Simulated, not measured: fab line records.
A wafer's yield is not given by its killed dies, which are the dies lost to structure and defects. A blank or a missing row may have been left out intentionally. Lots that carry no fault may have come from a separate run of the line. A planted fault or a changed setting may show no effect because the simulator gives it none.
What tool caused it? | flow gf180mcu | Sampling: 12 lots, 36 wafers, 4 of 602 route steps

== WHAT THE GAUGES READ, wafer by wafer ==
GF_VT_IMPLANT_OVL_MEAS_29. Usual: for VT_IMPLANT_02_OVL the level is 0.2 nm and the standard deviation is 1.2.
lot  | measured     | on         | VT_IMPLANT_02_OVL (nm) | flag
L703 | day 6 17:57  | overlay-01 | 2.2 -1.1 0.5           |
L704 | day 7 02:33  | overlay-02 | -1.6 0.7 1.3           |
L706 | day 7 20:19  | overlay-02 | 1.4 1.0 2.0            |
L707 | day 8 07:10  | overlay-01 | 0.7 0.5 0.4            |
L708 | day 8 08:34  | overlay-01 | -0.5 1.3 0.6           |
L711 | day 9 05:56  | overlay-02 | 1.5 1.8 0.6            |
L712 | day 9 12:38  | overlay-02 | 3.3 2.8 2.5            |
L719 | day 11 08:01 | overlay-01 | 0.9 0.9 0.5            |
L720 | day 11 13:46 | overlay-01 | -0.5 1.8 -1.3          |
L721 | day 11 19:07 | overlay-02 | -1.6 -1.8 -1.6         |
L725 | day 12 20:23 | overlay-01 | -0.3 -0.1 -2.0         |
L726 | day 13 09:02 | overlay-02 | -0.1 1.3 0.8           |

== TOOL THAT RAN EACH LOT (tool first, then ch and the chambers of the sampled wafers, then the start) ==
lot  | GF_VT_IMPLANT_STRIP_09               | GF_VT_IMPLANT_COAT_13             | GF_VT_IMPLANT_STRIP_20
L703 | plasma_asher-04 ch 0,1, day 5 13:07  | litho_track-01 ch 0, day 5 20:06  | plasma_asher-02 ch 0,1, day 6 03:36
L704 | plasma_asher-04 ch 0,1, day 5 20:26  | litho_track-04 ch 0, day 6 03:32  | plasma_asher-02 ch 0,1, day 6 11:48
L706 | plasma_asher-02 ch 0,1, day 6 14:06  | litho_track-02 ch 0, day 6 21:07  | plasma_asher-01 ch 0,1, day 7 05:19
L707 | plasma_asher-01 ch 0,1, day 6 23:48  | litho_track-01 ch 0, day 7 07:22  | plasma_asher-02 ch 0,1, day 7 15:27
L708 | plasma_asher-04 ch 0,1, day 7 01:14  | litho_track-02 ch 0, day 7 08:46  | plasma_asher-04 ch 0,1, day 7 16:11
L711 | plasma_asher-01 ch 0, day 7 20:10    | litho_track-04 ch 0, day 8 03:56  | plasma_asher-01 ch 0,1, day 8 12:36
L712 | plasma_asher-04 ch 0,1, day 8 02:54  | litho_track-01 ch 0, day 8 11:07  | plasma_asher-04 ch 0,1, day 8 20:00
L719 | plasma_asher-02 ch 0,1, day 9 19:08  | litho_track-01 ch 0, day 10 04:00 | plasma_asher-01 ch 0,1, day 10 13:08
L720 | plasma_asher-01 ch 0,1, day 10 01:01 | litho_track-02 ch 0, day 10 09:55 | plasma_asher-02 ch 0,1, day 10 19:05
L721 | plasma_asher-04 ch 0,1, day 10 06:18 | litho_track-02 ch 0, day 10 15:02 | plasma_asher-01 ch 0,1, day 11 00:32
L725 | plasma_asher-04 ch 0,1, day 11 05:23 | litho_track-01 ch 0, day 11 14:42 | plasma_asher-01 ch 1, day 12 00:37
L726 | plasma_asher-01 ch 0,1, day 11 18:13 | litho_track-04 ch 0, day 12 03:38 | plasma_asher-04 ch 0,1, day 12 13:30
- GF_VT_IMPLANT_STRIP_09: strips in O2/N2.
- GF_VT_IMPLANT_COAT_13: resist thk 1000 nm.
- GF_VT_IMPLANT_STRIP_20: strips in O2/N2.

== WHAT THE TOOLS THEMSELVES READ (means of the sampled wafers that have a number; where no wafer has one, the mark that the record gives instead) ==
GF_VT_IMPLANT_STRIP_09. Usual: drypump_motor_current_A 5.9 A, standard deviation 0.5; heater_power_w 344 W, standard deviation 27; oes_product_au 0.716 a.u., standard deviation 0.0048; strip_time_to_endpoint_s 12.62 s, standard deviation 0.038.
lot  | tool            | drypump_motor_current_A (A) | heater_power_w (W) | oes_product_au (a.u.) | strip_time_to_endpoint_s (s) | flag
L703 | plasma_asher-04 | 5.8                         | 353                | 0.719                 | 12.62                        |
L704 | plasma_asher-04 | 6.1                         | 359                | 0.719                 | 12.59                        |
L706 | plasma_asher-02 | 5.5                         | 359                | 0.715                 | 12.65                        |
L707 | plasma_asher-01 | 6.1                         | 310                | 0.717                 | 12.58                        |
L708 | plasma_asher-04 | 5.8                         | 351                | 0.718                 | 12.58                        |
L711 | plasma_asher-01 | 6.8                         | 354                | 0.721                 | 12.62                        |
L712 | plasma_asher-04 | 6.1                         | 364                | 0.713                 | 12.58                        |
L719 | plasma_asher-02 | 5.5                         | 354                | 0.712                 | 12.67                        |
L720 | plasma_asher-01 | 6.5                         | 326                | 0.709                 | 12.59                        |
L721 | plasma_asher-04 | 5.8                         | 355                | 0.716                 | 12.70                        |
L725 | plasma_asher-04 | 5.8                         | 346                | 0.718                 | 12.61                        |
L726 | plasma_asher-01 | 6.0                         | 311                | 0.712                 | 12.58                        |

GF_VT_IMPLANT_STRIP_20. Usual: drypump_motor_current_A 6.0 A, standard deviation 0.53; heater_power_w 339 W, standard deviation 30; oes_product_au 0.716 a.u., standard deviation 0.0045; strip_time_to_endpoint_s 12.62 s, standard deviation 0.037.
lot  | tool            | drypump_motor_current_A (A) | heater_power_w (W) | oes_product_au (a.u.) | strip_time_to_endpoint_s (s) | flag
L703 | plasma_asher-02 | 5.7                         | 342                | 0.715                 | 12.65                        |
L704 | plasma_asher-02 | 5.7                         | 338                | 0.715                 | 12.65                        |
L706 | plasma_asher-01 | 6.5                         | 337                | 0.717                 | 12.62                        |
L707 | plasma_asher-02 | 5.7                         | 342                | 0.715                 | 12.62                        |
L708 | plasma_asher-04 | 6.1                         | 353                | 0.716                 | 12.62                        |
L711 | plasma_asher-01 | 6.5                         | 335                | 0.717                 | 12.64                        |
L712 | plasma_asher-04 | 5.8                         | 354                | 0.715                 | 12.57                        |
L719 | plasma_asher-01 | 6.4                         | 331                | 0.719                 | 12.60                        |
L720 | plasma_asher-02 | 5.7                         | 344                | 0.717                 | 12.11                        | OFF
L721 | plasma_asher-01 | 6.5                         | 336                | 0.719                 | 12.36                        | OFF
L725 | plasma_asher-01 | 5.7                         | 292                | 0.716                 | 12.60                        |
L726 | plasma_asher-04 | 6.1                         | 353                | 0.721                 | 12.61                        |

== THE ANSWER, worked out from the rows above alone ==
Rule: a lot is off if the mean of its wafers that have a number lies more than 3 standard deviations from the usual mean. A lot without any number at a reading at which 4 lots or more have one is off too. All remaining lots with rows at the step are treated as sound. Order of review: gauges by route order, followed by the tools' own readings, for which a lot's mean as printed above is used. At the first step where some lot is off, the reading lying furthest off is the one used; lots without a number count as furthest.
Off: L720, L721, at GF_VT_IMPLANT_STRIP_20 (strip_time_to_endpoint_s).
If a tool, at that step or one of the process steps before it, ran each lot that is off and ran no sound lot following the first of them, it fits. One candidate fits, namely litho_track-02 at GF_VT_IMPLANT_COAT_13. Its last sound lot is L708 (day 7 08:46), its first lot that is off L720 (day 10 09:55): a fault that began between those two fits.

== WHAT THE SIMULATOR HAD INSERTED ==
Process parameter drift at GF_VT_IMPLANT_COAT_13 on litho_track-02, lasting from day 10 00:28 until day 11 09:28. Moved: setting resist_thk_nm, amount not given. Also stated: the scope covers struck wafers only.
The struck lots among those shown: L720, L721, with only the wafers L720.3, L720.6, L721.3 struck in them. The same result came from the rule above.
